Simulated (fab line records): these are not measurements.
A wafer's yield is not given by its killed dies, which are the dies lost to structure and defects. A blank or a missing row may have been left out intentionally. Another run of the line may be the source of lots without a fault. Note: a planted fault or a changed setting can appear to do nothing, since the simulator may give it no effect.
fab line records	flow sky130
record lots=6	wafers=18	last_day=50
route steps=708 shown NWELL@79 PWDE@84 VT_ADJUST_HVTP@85 PAD_OPEN@708
lots that met no fault: from a run of the same line without faults
start_h: the number of hours between the record's first day and the start of the first shown wafer of the lot	wait_h: time in hours since the lot's previous step	" as in the row above	L1.1+2: several wafers, shown together as one row	- no value present, or no start provided	* or withheld: withheld	< > ~ a bound
route shown NAME@n: a module of which the file shows steps, and the number in the route of the first	usual: mean/standard deviation of fault-free wafers	same: alike in all rows	chamber/n: place in a boat	sites: the reading at each site	_std_site: the standard deviation of these	_edge_site: the outer-site mean with the inner-site mean subtracted	radius_mm: how far each site lies from the wafer's centre	mask NAME#n: copy n	behind: the last tool/chamber to shape the wafer	hold: why the lot was held/for how many hours/how that ended	device: the transistor (n, p or np) that didn't switch	end of line: the route-end tests of the same wafers	for a step that has no rows: nothing shown but its recipe	killed: at the first sort, the dies lost to defects and structure; wafer yield is something else	map: the dies of a wafer, with x for killed, . for not killed, _ for no die there
set.NAME: the setting that was run; set.NAME@STEP: the one run at that earlier step	model.NAME: the simulator's own value behind a step, which no gauge read
lots at some steps of the route; a table a step, a row a wafer
services: the hour from which a tool's chamber was out of use, counted from the record's first day as start_h (under 0 if before that day), plus the number of hours and why
## steps
# step SKY_NWELL_TW_MEAS_26
# usual NWELL_2_TW=495.1/2.2
lot.wafer	tool	chamber	start_h	wait_h	NWELL_2_TW
L614.1	film_metro-01	-	103.50	0.1	497.1
L614.3	"	-	"	"	495.4
L614.4	"	-	"	"	498.9
L622.2	film_metro-04	-	149.81	0.1	493.6
L622.5	"	-	"	"	493.0
L622.6	"	-	"	"	492.6
L631.2	film_metro-03	-	208.16	0.1	497.8
L631.4	"	-	"	"	497.7
L631.5	"	-	"	"	496.5
L632.3	film_metro-03	-	217.95	0.1	495.4
L632.4	"	-	"	"	496.0
L632.6	"	-	"	"	498.6
L636.1	film_metro-01	-	239.15	0.1	492.5
L636.3	"	-	"	"	495.2
L636.6	"	-	"	"	494.0
L637.2	film_metro-04	-	246.96	0.1	502.3
L637.3	"	-	"	"	496.5
L637.4	"	-	"	"	498.8
# step SKY_NWELL_CLEAN_27
# recipe chemistry=SC1/SC2	mix=1:4:20	temp_c=70	time_s=150	dry=n2_spin
# step SKY_NWELL_RTA_28
# recipe temp_c=1050	time_s=30	idle_temp_c=650	ramp_up_c_per_s=150	ramp_down_c_per_s=90	ambient=N2
# usual anneal_temp_c_max=1055.0/1.2	lamp_power_pct=25.31/0.053	wafer_temp_C_max=1054.8/1
lot.wafer	tool	chamber	start_h	wait_h	anneal_temp_c_max	lamp_power_pct	wafer_temp_C_max
L614.1	rtp_anneal-02	0	103.61	0.0	1053.9	25.32	1055.5
L614.3	"	0	"	"	1053.7	25.34	1054.3
L614.4	"	0	"	"	1056.0	25.34	1055.0
L622.2	rtp_anneal-02	0	149.93	0.0	1053.4	25.29	1055.1
L622.5	"	0	"	"	1054.4	25.29	1054.8
L622.6	"	0	"	"	1053.8	25.35	1056.2
L631.2	rtp_anneal-01	0	208.27	0.0	1057.6	25.34	1055.4
L631.4	"	0	"	"	1055.9	25.25	1054.6
L631.5	"	0	"	"	1057.1	25.30	1055.5
L632.3	rtp_anneal-01	0	218.08	0.0	1054.5	25.20	1055.7
L632.4	"	0	"	"	1055.8	25.28	1055.6
L632.6	"	0	"	"	1054.7	25.25	1053.1
L636.1	rtp_anneal-01	0	239.26	0.0	1054.4	25.37	1054.8
L636.3	"	0	"	"	1056.0	25.27	1054.9
L636.6	"	0	"	"	1054.3	25.32	1054.7
L637.2	rtp_anneal-01	0	247.08	0.0	1054.9	25.34	1055.2
L637.3	"	0	"	"	1055.7	25.30	1054.1
L637.4	"	0	"	"	1058.1	25.35	1055.3
# step SKY_NWELL_RS_MEAS_29
# recipe thk_meas_gauge=four-point-probe
# usual NWELL_RS=624.9/1.7
lot.wafer	tool	chamber	start_h	wait_h	NWELL_RS[ohm/sq]
L614.1	film_metro-01	-	103.71	0.1	623.0
L614.3	"	-	"	"	621.0
L614.4	"	-	"	"	622.4
L622.2	film_metro-04	-	150.03	0.1	624.6
L622.5	"	-	"	"	626.9
L622.6	"	-	"	"	624.7
L631.2	film_metro-01	-	208.38	0.1	622.9
L631.4	"	-	"	"	622.5
L631.5	"	-	"	"	624.1
L632.3	film_metro-01	-	218.18	0.1	625.3
L632.4	"	-	"	"	625.7
L632.6	"	-	"	"	626.2
L636.1	film_metro-04	-	239.36	0.1	629.3
L636.3	"	-	"	"	625.8
L636.6	"	-	"	"	626.4
L637.2	film_metro-01	-	247.18	0.1	622.7
L637.3	"	-	"	"	626.3
L637.4	"	-	"	"	625.9
# step SKY_NWELL_RS_MEAS_31
# recipe thk_meas_gauge=four-point-probe
# usual PWDE_RS=5274/21
lot.wafer	tool	chamber	start_h	wait_h	PWDE_RS[ohm/sq]
L614.1	film_metro-01	-	103.95	0.1	5313
L614.3	"	-	"	"	5303
L614.4	"	-	"	"	5289
L622.2	film_metro-04	-	150.27	0.1	5242
L622.5	"	-	"	"	5247
L622.6	"	-	"	"	5255
L631.2	film_metro-01	-	208.62	0.1	5287
L631.4	"	-	"	"	5277
L631.5	"	-	"	"	5305
L632.3	film_metro-01	-	218.42	0.1	5222
L632.4	"	-	"	"	5250
L632.6	"	-	"	"	5217
L636.1	film_metro-04	-	239.60	0.1	5290
L636.3	"	-	"	"	5287
L636.6	"	-	"	"	5278
L637.2	film_metro-01	-	247.42	0.1	5249
L637.3	"	-	"	"	5273
L637.4	"	-	"	"	5265
# step SKY_VT_ADJUST_HVTP_DEHYDRATE_00
# recipe temp_c=200	time_s=60
# step SKY_VT_ADJUST_HVTP_HMDS_01
# recipe prime_time_s=60	prime_temp_c=120
# step SKY_VT_ADJUST_HVTP_COAT_02
# recipe resist=NOVOLAK	spin_rpm=3000	resist_thk_nm=1140
# step SKY_VT_ADJUST_HVTP_SOFTBAKE_03
# recipe temp_c=90	time_s=60	resist=NOVOLAK
# step SKY_VT_ADJUST_HVTP_EXPOSE_04
# recipe mask_id=HVTPM	na=0.6	source_shape=conventional	sigma_outer=0.6	polarization=unpolarized	target_cd_nm=380	dose_mj=140
# step SKY_VT_ADJUST_HVTP_PEB_05
# recipe temp_c=withheld	time_s=*	resist=NOVOLAK
# step SKY_VT_ADJUST_HVTP_DEVELOP_06
# recipe resist=NOVOLAK	developer=TMAH	develop_time_s=60	dev_temp_c=23
# usual developer_temp_C=23.02/0.1
lot.wafer	tool	chamber	start_h	wait_h	developer_temp_C
L614.1	litho_track-03	0	120.43	0.1	22.97
L614.3	"	0	"	"	22.85
L614.4	"	0	"	"	22.95
L622.2	litho_track-03	0	169.85	0.1	22.98
L622.5	"	0	"	"	23.17
L622.6	"	0	"	"	22.94
L631.2	litho_track-03	0	230.90	0.1	21.87
L631.4	"	0	"	"	22.13
L631.5	"	0	"	"	22.05
L632.3	litho_track-03	0	241.28	0.1	21.83
L632.4	"	0	"	"	22.08
L632.6	"	0	"	"	22.00
L636.1	litho_track-01	0	263.30	0.1	23.08
L636.3	"	0	"	"	23.04
L636.6	"	0	"	"	22.91
L637.2	litho_track-02	0	270.69	0.1	23.09
L637.3	"	0	"	"	22.94
L637.4	"	0	"	"	22.96
# step SKY_VT_ADJUST_HVTP_CD_MEAS_07
# recipe target_cd_nm=380
# usual cd_nm=378.7/2.5
lot.wafer	tool	chamber	start_h	wait_h	cd_nm
L614.1	cd_sem-01	-	120.58	0.1	378.0
L614.3	"	-	"	"	379.0
L614.4	"	-	"	"	379.4
L622.2	cd_sem-01	-	170.00	0.1	377.8
L622.5	"	-	"	"	377.4
L622.6	"	-	"	"	375.9
L631.2	cd_sem-02	-	231.05	0.1	375.1
L631.4	"	-	"	"	378.9
L631.5	"	-	"	"	378.4
L632.3	cd_sem-02	-	241.42	0.1	380.7
L632.4	"	-	"	"	381.4
L632.6	"	-	"	"	381.9
L636.1	cd_sem-02	-	263.48	0.2	380.0
L636.3	"	-	"	"	380.0
L636.6	"	-	"	"	380.8
L637.2	cd_sem-02	-	270.83	0.1	379.6
L637.3	"	-	"	"	379.2
L637.4	"	-	"	"	376.8
# step SKY_PAD_OPEN_PROBE_99
# usual killed_at_M0_to_M3=44/6	killed_at_M4_up=2.9/1.5	killed_at_contacts=24/4.9	killed_at_front_end=16/4.3	killed_at_other=0.3/0.54	killed_dies=87/8.7	killed_open=48/6.7	killed_short=39/5.9
# same gross_dies=492	killed_at_back_side=0
lot.wafer	tool	chamber	start_h	wait_h	killed_at_M0_to_M3	killed_at_M4_up	killed_at_contacts	killed_at_front_end	killed_at_other	killed_dies	killed_open	killed_short
L614.1	prober-02	-	1081.63	0.1	35	1	19	12	0	67	29	38
L614.3	prober-02	-	1081.73	0.2	50	6	24	16	0	96	57	39
L614.4	prober-02	-	1081.78	0.2	40	1	23	21	0	85	44	41
L622.2	prober-02	-	1120.58	0.1	35	1	23	21	0	80	43	37
L622.5	prober-02	-	1120.73	0.2	35	2	30	16	0	83	56	27
L622.6	prober-02	-	1120.78	0.2	49	2	25	20	0	96	49	46
L631.2	prober-01	-	1169.07	0.1	50	3	14	11	1	79	47	31
L631.4	prober-01	-	1169.17	0.2	31	4	22	12	0	69	36	31
L631.5	prober-01	-	1169.22	0.2	37	2	28	12	0	79	43	36
L632.3	prober-02	-	1181.18	0.2	41	2	21	10	2	76	51	25
L632.4	prober-02	-	1181.23	0.2	50	2	23	8	1	84	54	30
L632.6	prober-02	-	1181.33	0.2	35	4	18	13	1	71	35	34
L636.1	prober-02	-	1193.55	0.1	35	4	14	16	0	69	35	34
L636.3	prober-02	-	1193.65	0.2	46	5	29	29	0	109	59	50
L636.6	prober-02	-	1193.80	0.2	41	3	23	24	0	91	45	46
L637.2	prober-01	-	1198.40	0.1	48	4	21	21	0	94	53	41
L637.3	prober-01	-	1198.45	0.2	37	4	34	17	1	93	41	52
L637.4	prober-01	-	1198.50	0.2	44	4	24	20	0	92	52	40
# killed by level:class
L614.1 VIA1:geometric_particle:open=8 METAL2:geometric_particle:short=6 VIA2:geometric_particle:open=6 LI_CONTACT:geometric_particle:open=5 LOCAL_INTERCONNECT:geometric_particle:short=5 VIA1:geometric_particle:short=5 CONTACT:geometric_particle:short=4 CONTACT:geometric_particle:open=4
L614.3 VIA1:geometric_particle:open=17 VIA1:geometric_particle:short=9 CONTACT:geometric_particle:open=9 VIA2:geometric_particle:open=9 LI_CONTACT:geometric_particle:open=7 POLY_GATE:geometric_particle:open=6 POLY_GATE:geometric_particle:short=4 FIELD_ISO:geometric_particle:short=3
L614.4 CONTACT:geometric_particle:open=12 VIA1:geometric_particle:open=9 VIA1:geometric_particle:short=7 FIELD_ISO:geometric_particle:short=6 VIA2:geometric_particle:open=5 FIELD_ISO:geometric_particle:open=4 POLY_GATE:geometric_particle:open=4 CONTACT:geometric_particle:short=4
L622.2 POLY_GATE:geometric_particle:short=7 LI_CONTACT:geometric_particle:open=7 VIA1:geometric_particle:open=7 VIA3:geometric_particle:open=7 FIELD_ISO:geometric_particle:short=6 CONTACT:geometric_particle:open=6 METAL1:geometric_particle:short=6 VIA2:geometric_particle:open=6
L622.5 CONTACT:geometric_particle:open=12 VIA1:geometric_particle:open=10 LI_CONTACT:geometric_particle:open=9 VIA3:geometric_particle:open=7 LOCAL_INTERCONNECT:geometric_particle:short=7 VIA2:geometric_particle:open=6 FIELD_ISO:geometric_particle:short=5 POLY_GATE:geometric_particle:open=4
L622.6 CONTACT:geometric_particle:open=13 VIA2:geometric_particle:open=9 METAL2:geometric_particle:short=7 METAL1:geometric_particle:short=6 VIA1:geometric_particle:short=6 VIA3:geometric_particle:open=6 FIELD_ISO:geometric_particle:short=5 FIELD_ISO:geometric_particle:open=4
L631.2 VIA1:geometric_particle:open=15 VIA3:geometric_particle:open=12 METAL2:geometric_particle:short=5 VIA2:geometric_particle:open=5 POLY_GATE:geometric_particle:open=4 CONTACT:geometric_particle:short=4 CONTACT:geometric_particle:open=4 METAL1:geometric_particle:short=4
L631.4 VIA1:geometric_particle:open=8 LOCAL_INTERCONNECT:geometric_particle:short=7 VIA3:geometric_particle:open=6 LI_CONTACT:geometric_particle:open=6 CONTACT:geometric_particle:open=5 CONTACT:geometric_particle:short=4 METAL1:geometric_particle:short=4 VIA2:geometric_particle:short=3
L631.5 VIA1:geometric_particle:open=14 CONTACT:geometric_particle:open=9 LI_CONTACT:geometric_particle:open=8 CONTACT:geometric_particle:short=6 VIA1:geometric_particle:short=5 POLY_GATE:geometric_particle:short=4 LI_CONTACT:geometric_particle:short=4 VIA2:geometric_particle:open=4
L632.3 VIA1:geometric_particle:open=11 VIA2:geometric_particle:open=8 LI_CONTACT:geometric_particle:open=7 CONTACT:geometric_particle:open=7 VIA3:geometric_particle:open=6 VIA1:geometric_particle:short=4 POLY_GATE:geometric_particle:short=3 CONTACT:geometric_particle:short=3
L632.4 VIA1:geometric_particle:open=13 VIA3:geometric_particle:open=11 LI_CONTACT:geometric_particle:open=8 CONTACT:geometric_particle:open=8 VIA2:geometric_particle:open=7 METAL3:geometric_particle:short=6 METAL1:geometric_particle:short=5 VIA1:geometric_particle:short=4
L632.6 VIA3:geometric_particle:open=7 CONTACT:geometric_particle:open=6 FIELD_ISO:geometric_particle:short=4 LI_CONTACT:geometric_particle:open=4 LOCAL_INTERCONNECT:geometric_particle:short=4 METAL1:geometric_particle:short=4 VIA2:geometric_particle:open=4 POLY_GATE:geometric_particle:short=3
L636.1 VIA1:geometric_particle:open=7 VIA2:geometric_particle:open=6 VIA3:geometric_particle:open=6 FIELD_ISO:geometric_particle:short=5 VIA1:geometric_particle:short=5 FIELD_ISO:geometric_particle:open=4 POLY_GATE:geometric_particle:short=4 CONTACT:geometric_particle:open=4
L636.3 VIA3:geometric_particle:open=10 VIA1:geometric_particle:open=10 CONTACT:geometric_particle:open=9 FIELD_ISO:geometric_particle:short=8 LI_CONTACT:geometric_particle:open=8 VIA2:geometric_particle:open=7 POLY_GATE:geometric_particle:open=6 METAL1:geometric_particle:short=6
L636.6 POLY_GATE:geometric_particle:open=8 CONTACT:geometric_particle:open=8 VIA2:geometric_particle:open=7 METAL1:geometric_particle:short=7 VIA1:geometric_particle:short=6 VIA1:geometric_particle:open=6 FIELD_ISO:geometric_particle:short=5 CONTACT:geometric_particle:short=5
L637.2 VIA2:geometric_particle:open=11 VIA1:geometric_particle:short=10 VIA1:geometric_particle:open=8 FIELD_ISO:geometric_particle:open=7 LI_CONTACT:geometric_particle:open=7 CONTACT:geometric_particle:open=7 FIELD_ISO:geometric_particle:short=6 CONTACT:geometric_particle:short=6
L637.3 CONTACT:geometric_particle:open=11 CONTACT:geometric_particle:short=9 LI_CONTACT:geometric_particle:open=8 METAL1:geometric_particle:short=6 VIA3:geometric_particle:short=6 FIELD_ISO:geometric_particle:short=5 VIA2:geometric_particle:open=5 VIA1:geometric_particle:open=5
L637.4 CONTACT:geometric_particle:open=9 VIA1:geometric_particle:open=9 METAL1:geometric_particle:short=8 VIA2:geometric_particle:open=8 POLY_GATE:geometric_particle:open=6 LI_CONTACT:geometric_particle:open=6 CONTACT:geometric_particle:short=6 POLY_GATE:geometric_particle:short=4
## services
tool	chamber	start_h	hours	kind
rtp_anneal-02	-	214.83	49.5	pm
## key
first_sign step=SKY_VT_ADJUST_HVTP_DEVELOP_06	reading=developer_temp_C	direction=down	sigmas=10	usual=*	struck=*
effect none on later readings
met_at SKY_VT_ADJUST_HVTP_DEVELOP_06
struck_wafers L631.2,L631.4,L631.5,L632.3,L632.4,L632.6
tester_left_out L631,L632
onset_between 169.85 230.90
fault kind=process_parameter_drift	tool=litho_track-03	chamber=-	onset_h=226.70	steps=SKY_VT_ADJUST_HVTP_DEVELOP_06	channel=dev_temp_c	offset=*	shape=step	end_h=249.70	acts_in=*	stated=*
# tester_left_out: of these lots the tester's yield and bins aren't shown, on N5 and GAA mostly nor the transistor test; their killed dies are dies lost to structure and defects alone, not to doping, threshold or leakage, so they don't give the yield
